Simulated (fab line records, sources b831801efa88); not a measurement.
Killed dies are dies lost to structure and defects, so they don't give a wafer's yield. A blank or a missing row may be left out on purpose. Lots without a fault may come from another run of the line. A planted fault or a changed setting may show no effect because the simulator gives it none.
Which tool did it? | flow sfq_line | 14 lots, 41 wafers sampled, at 1 step of a route of 325

WHAT THE GAUGES READ, wafer by wafer
The record holds no reading of a measuring or inspecting step that can be judged against a usual standard deviation.

WHICH TOOL RAN EACH LOT (tool, then ch and the chambers of the sampled wafers, then the start)
lot  | SFQ_TRILAYER_I4_VIA_LITHO_PEB_106
L960 | litho_track-03 ch 0, day 47 07:35
L962 | litho_track-01 ch 0, day 47 14:47
L963 | litho_track-01 ch 0, day 47 20:47
L964 | litho_track-03 ch 0, day 47 21:59
L965 | litho_track-04 ch 0, day 48 04:07
L966 | litho_track-04 ch 0, day 48 09:22
L967 | litho_track-01 ch 0, day 48 10:34
L968 | litho_track-04 ch 0, day 48 20:29
L969 | litho_track-01 ch 0, day 49 03:41
L971 | litho_track-01 ch 0, day 50 08:31
L972 | litho_track-01 ch 0, day 50 10:55
L981 | litho_track-03 ch 0, day 51 21:20
L982 | litho_track-03 ch 0, day 53 20:36
L983 | litho_track-04 ch 0, day 58 10:27
- SFQ_TRILAYER_I4_VIA_LITHO_PEB_106: peb time 60 s.

WHAT THE TOOLS THEMSELVES READ (means of the sampled wafers that have a number; where no wafer has one, the mark that the record gives instead)
SFQ_TRILAYER_I4_VIA_LITHO_PEB_106. Usual: heater_power_total_W 79.15 W, standard deviation 0.071.
lot  | tool           | heater_power_total_W (W) | flag
L960 | litho_track-03 | 79.12                    |
L962 | litho_track-01 | 79.09                    |
L963 | litho_track-01 | 79.05                    |
L964 | litho_track-03 | 79.13                    |
L965 | litho_track-04 | 79.19                    |
L966 | litho_track-04 | 79.16                    |
L967 | litho_track-01 | 79.18                    |
L968 | litho_track-04 | 79.15                    |
L969 | litho_track-01 | 79.21                    |
L971 | litho_track-01 | 82.31                    | OFF
L972 | litho_track-01 | 83.78                    | OFF
L981 | litho_track-03 | 79.14                    |
L982 | litho_track-03 | 79.13                    |
L983 | litho_track-04 | 79.15                    |

THE ANSWER, worked out from the rows above alone
Rule: a lot is off if the mean of its wafers that have a number lies more than 3 standard deviations from the usual mean. A lot without any number at a reading at which 4 lots or more have one is off too. The other lots that the step has rows for count as sound. The gauges are gone through in route order, then the tools' own readings, and for those a lot's mean is taken as printed above. The first step at which some lot is off is used, and at that step the reading that is off furthest; a lot without a number counts as furthest.
Off: L971, L972, at SFQ_TRILAYER_I4_VIA_LITHO_PEB_106 (heater_power_total_W).
A tool fits if, at that step or a process step before it, it ran every lot that is off, and no sound lot after the first of them. One fits: litho_track-01 at SFQ_TRILAYER_I4_VIA_LITHO_PEB_106. Its last sound lot is L969 (day 49 03:41), its first lot that is off L971 (day 50 08:31): a fault that began between those two fits.
The tool's own readings at SFQ_TRILAYER_I4_VIA_LITHO_PEB_106 bear it out: on the lots that are off they differ by more than 5 times the standard deviation of the sound lots' means. heater_power_total_W reads 83.05 W there against 79.14 W on the sound lots.

WHAT THE SIMULATOR HAD PUT IN
Process parameter drift: litho_track-01, from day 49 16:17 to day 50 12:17, at SFQ_TRILAYER_I4_VIA_LITHO_PEB_106. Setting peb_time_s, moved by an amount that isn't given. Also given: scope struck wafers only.
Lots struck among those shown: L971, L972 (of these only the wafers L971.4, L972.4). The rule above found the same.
